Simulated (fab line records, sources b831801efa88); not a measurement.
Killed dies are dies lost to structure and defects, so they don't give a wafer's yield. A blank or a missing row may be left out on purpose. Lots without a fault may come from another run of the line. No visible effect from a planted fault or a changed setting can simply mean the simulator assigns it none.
Matching of chambers || flow gf180mcu || GF_V1_ETCH_16 on rie-diel-02: 4 sister chambers
The step etches BARC in N2/H2. 8 wafers are shown with their chamber, then 9 later ones without.

== WAFERS WITH THEIR CHAMBER ==
{"wafer": "L079.2", "chamber": 1, "drypump-motor-current-A (A)": 4.8, "rf-fwd-power-W (W)": 497.8}
{"wafer": "L079.4", "chamber": 3, "drypump-motor-current-A (A)": 5.4, "rf-fwd-power-W (W)": 492.2}
{"wafer": "L082.3", "chamber": 2, "drypump-motor-current-A (A)": 5.6, "rf-fwd-power-W (W)": 494.9}
{"wafer": "L082.4", "chamber": 2, "drypump-motor-current-A (A)": 5.6, "rf-fwd-power-W (W)": 498.9}
{"wafer": "L082.6", "chamber": 3, "drypump-motor-current-A (A)": 5.5, "rf-fwd-power-W (W)": 493.5}
{"wafer": "L083.2", "chamber": 0, "drypump-motor-current-A (A)": 6.0, "rf-fwd-power-W (W)": 495.9}
{"wafer": "L083.4", "chamber": 1, "drypump-motor-current-A (A)": 4.8, "rf-fwd-power-W (W)": 496.2}
{"wafer": "L083.6", "chamber": 0, "drypump-motor-current-A (A)": 6.0, "rf-fwd-power-W (W)": 493.3}

== WAFERS WITHOUT THEIR CHAMBER ==
{"wafer": "L085.3", "drypump-motor-current-A (A)": 5.4, "rf-fwd-power-W (W)": 491.6}
{"wafer": "L085.4", "drypump-motor-current-A (A)": 5.6, "rf-fwd-power-W (W)": 499.1}
{"wafer": "L085.6", "drypump-motor-current-A (A)": 5.6, "rf-fwd-power-W (W)": 496.5}
{"wafer": "L087.1", "drypump-motor-current-A (A)": 4.9, "rf-fwd-power-W (W)": 494.7}
{"wafer": "L087.4", "drypump-motor-current-A (A)": 4.8, "rf-fwd-power-W (W)": 496.6}
{"wafer": "L087.5", "drypump-motor-current-A (A)": 5.5, "rf-fwd-power-W (W)": 491.4}
{"wafer": "L093.1", "drypump-motor-current-A (A)": 4.8, "rf-fwd-power-W (W)": 498.9}
{"wafer": "L093.2", "drypump-motor-current-A (A)": 6.0, "rf-fwd-power-W (W)": 493.4}
{"wafer": "L093.4", "drypump-motor-current-A (A)": 5.6, "rf-fwd-power-W (W)": 498.0}

== WHICH CHAMBER EACH ONE RAN IN ==
{"wafer": "L085.3", "from the rows above": 3, "in truth": 3}
{"wafer": "L085.4", "from the rows above": 2, "in truth": 2}
{"wafer": "L085.6", "from the rows above": 2, "in truth": 2}
{"wafer": "L087.1", "from the rows above": 1, "in truth": 1}
{"wafer": "L087.4", "from the rows above": 1, "in truth": 1}
{"wafer": "L087.5", "from the rows above": 3, "in truth": 3}
{"wafer": "L093.1", "from the rows above": 1, "in truth": 1}
{"wafer": "L093.2", "from the rows above": 0, "in truth": 0}
{"wafer": "L093.4", "from the rows above": 2, "in truth": 2}
Correct placement for 9 of the 9. Left unplaced by these rows: 0. Number placed wrongly: 0.
How it was worked out, from the rows above alone: a wafer's distance from a chamber is the root of the sum, over the readings, of the square of ((its reading less the chamber's mean) divided by the reading's scatter). If the next closest chamber is less than 2 further off than the closest, the wafer can't be placed; otherwise it belongs to the closest. For every chamber, the mean is computed from those of its wafers that are shown. The scatter: take each reading less its chamber's mean, square it, sum over the shown wafers, divide by the number of wafers less the number of chambers, and take the root.
